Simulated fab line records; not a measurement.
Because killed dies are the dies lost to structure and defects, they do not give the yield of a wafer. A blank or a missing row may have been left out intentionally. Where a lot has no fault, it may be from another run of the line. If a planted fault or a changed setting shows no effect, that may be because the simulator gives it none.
Problem report, 8D (eight disciplines) form, completed by code / flow gf180mcu / the parts of the form that need people (team, actions taken, sign-off) are left out

== 1. PROBLEM STATEMENT ==
cd nm at GF_M4_CD_MEAS_14 reads a mean of 294.5 nm on 6 wafers of 2 lots; wafers without a fault read 280.3 nm with a standard deviation of 1.2. That is +12 standard deviations from the usual mean.
The step: target cd 280 nm.
First observed at day 28 23:22: wafer L970.3, on cd sem-01. The record has a number at this step for 36 wafers belonging to 12 lots. The rule behind "out" and "out of limits": a value lying over 4 standard deviations away from the usual mean. The rest of the wafers with a number are treated as sound.

== 2. WHAT IT IS; WHAT IT IS NOT ==
question=which readings at this step | is=cd nm | is not=-
question=which lots | is=L970, L972 | is not=L954, L955, L957, L958, L959, L962, L964, L965, L966, L971
question=which wafers of those lots | is=all that have a number | is not=-
question=read on which gauges | is=cd sem-01, cd sem-02 | is not=-
question=when | is=from day 28 23:22 | is not=up to then (27 sound wafers); but 3 sound wafers of L971 came after

== 3. SUSPECTS, AND WHAT RULES EACH OUT ==
Counting: a tool at a process step up to the reading stays a suspect if it ran every lot that is out and no sound lot after the first of them.
- the gauge at GF_M4_CD_MEAS_14 has been ruled out. The wafers that are out were read on 2 gauges (cd sem-01, cd sem-02).
- cmp-02 at GF_V3_CMP_04 (polishes SiO2): kept. It ran every lot that is out, first L970 (day 27 06:43), and no sound lot after that; its last sound lot up to then is L966 (day 26 01:52).
- litho track-01 at GF_M4_PEB_12 (peb time 90 s): kept. It ran every lot that is out, first L970 (day 28 23:02), and no sound lot after that; its last sound lot up to then is L966 (day 27 20:32). Its own heater power total W, plate temp C readings are out on those wafers.
Left after counting: cmp-02 at GF_V3_CMP_04, litho track-01 at GF_M4_PEB_12.

== 4. THE CAUSE (what the simulator had put in) ==
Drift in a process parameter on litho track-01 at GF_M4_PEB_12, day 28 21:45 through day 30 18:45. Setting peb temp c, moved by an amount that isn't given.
Of the 2 suspects that counting leaves, this tool is one.

== 5. THE CHAIN OF EFFECTS, in route order ==
Rows list readings where the struck wafers' mean (over those with a number) sits beyond 3 standard deviations from the usual. Only readings for which the record gives a usual standard deviation are gone through. hours: the time from each lot's start at the first step in this table that gives one to its start at this step, as a median over the lots. sigmas: the change in usual standard deviations.
hours=0; step=GF_M4_PEB_12; reading=heater power total W; usual=85.69 W; on struck wafers=82.11; change=-3.58; sigmas=-43
hours=0; step=GF_M4_PEB_12; reading=plate temp C; usual=134.99 C; on struck wafers=130.70; change=-4.29; sigmas=-29
hours=0; step=GF_M4_CD_MEAS_14; reading=cd nm; usual=280.3 nm; on struck wafers=294.5; change=+14.2; sigmas=+12
Process steps it contains:
- GF_M4_PEB_12: peb time 90 s.

== 6. WHAT WOULD HAVE CAUGHT IT SOONER ==
The first out-of-limits reading at a measuring or inspecting step in this record came at day 28 23:22, 2 hours after the fault's start at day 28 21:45.
The tool's own readings at GF_M4_PEB_12 were out on every struck wafer that the step has a row for (heater power total W, plate temp C): an alarm limit on them would have fired on the first of those.
Among the 2 lots that are out, L972 began GF_M4_PEB_12 on litho track-01 after day 28 23:22. It would have been spared by a hold on the tool at that moment.
